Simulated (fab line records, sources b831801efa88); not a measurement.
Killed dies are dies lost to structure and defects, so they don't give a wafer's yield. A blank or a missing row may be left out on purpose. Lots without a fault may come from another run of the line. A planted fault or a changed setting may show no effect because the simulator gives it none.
Tool commonality check | flow gf180mcu | 12 lots, 36 wafers sampled

WHY IT WAS OPENED
At GF_HV_LDD_TW_MEAS_50 the reading HV_LDD_4_TW is flagged on 4 of 12 lots. Wafers without a fault read 574.3, standard deviation 2.3.
Rule: a lot is flagged when every wafer of it that has a number lies more than 4 standard deviations from that mean, or none has a number. The other lots count as sound.

lot  | measured     | on            | HV_LDD_4_TW, wafer by wafer | flag
L996 | day 12 09:16 | film_metro-04 | 575.2 572.9 574.6           |
L997 | day 12 13:35 | film_metro-04 | 571.8 574.5 574.5           |
L998 | day 12 22:11 | film_metro-04 | 571.7 572.2 574.9           |
L999 | day 13 06:17 | film_metro-03 | 571.7 572.8 573.5           |
L100 | day 13 13:44 | film_metro-01 | 572.2 576.8 572.3           |
L101 | day 13 20:45 | film_metro-03 | 574.3 570.3 572.0           |
L102 | day 14 06:03 | film_metro-03 | 572.8 576.1 573.9           |
L103 | day 14 18:19 | film_metro-01 | 576.1 573.5 575.6           |
L106 | day 16 01:02 | film_metro-03 | 912.4 915.0 911.2           | FLAGGED
L107 | day 16 11:28 | film_metro-04 | 899.3 906.6 899.8           | FLAGGED
L108 | day 16 16:04 | film_metro-04 | 898.1 901.1 906.8           | FLAGGED
L109 | day 16 21:30 | film_metro-01 | 903.4 900.9 906.4           | FLAGGED
The numbers of the flagged lots are 905.1 on average: +330.8 against the usual, or +99 or more standard deviations.

WHICH TOOL RAN EACH LOT
The record holds 1 process step before the reading, out of a route of 602 steps. In each cell: the tool, then ch and the chambers that the sampled wafers went through, then the start.
lot  | flag    | GF_HV_LDD_IMPLANT_48
L996 |         | implanter-03 ch 0, day 12 09:01
L997 |         | implanter-03 ch 0, day 12 13:20
L998 |         | implanter-03 ch 0, day 12 21:56
L999 |         | implanter-02 ch 0, day 13 06:02
L100 |         | implanter-03 ch 0, day 13 13:31
L101 |         | implanter-02 ch 0, day 13 20:31
L102 |         | implanter-02 ch 0, day 14 05:49
L103 |         | implanter-03 ch 0, day 14 18:05
L106 | FLAGGED | implanter-03 ch 0, day 16 00:47
L107 | FLAGGED | implanter-03 ch 0, day 16 11:14
L108 | FLAGGED | implanter-04 ch 0, day 16 15:50
L109 | FLAGGED | implanter-04 ch 0, day 16 21:16
What these steps do:
- GF_HV_LDD_IMPLANT_48
- GF_HV_LDD_TW_MEAS_50

FLAGGED OVER TOTAL, TOOL BY TOOL (the gauges that took the reading come last)
step                 | tool          | lots run | flagged | share of the flagged lots | sound lots run after its first flagged lot
GF_HV_LDD_IMPLANT_48 | implanter-02  | 3        | 0       | none                      | -
GF_HV_LDD_IMPLANT_48 | implanter-03  | 7        | 2       | some                      | 0
GF_HV_LDD_IMPLANT_48 | implanter-04  | 2        | 2       | some                      | 0
GF_HV_LDD_TW_MEAS_50 | film_metro-01 | 3        | 1       | some                      | 0
GF_HV_LDD_TW_MEAS_50 | film_metro-03 | 4        | 1       | some                      | 0
GF_HV_LDD_TW_MEAS_50 | film_metro-04 | 5        | 2       | some                      | 0

WHAT THE TABLE ALLOWS
No row of the table ran every flagged lot.

WHAT THE SIMULATOR HAD PUT IN
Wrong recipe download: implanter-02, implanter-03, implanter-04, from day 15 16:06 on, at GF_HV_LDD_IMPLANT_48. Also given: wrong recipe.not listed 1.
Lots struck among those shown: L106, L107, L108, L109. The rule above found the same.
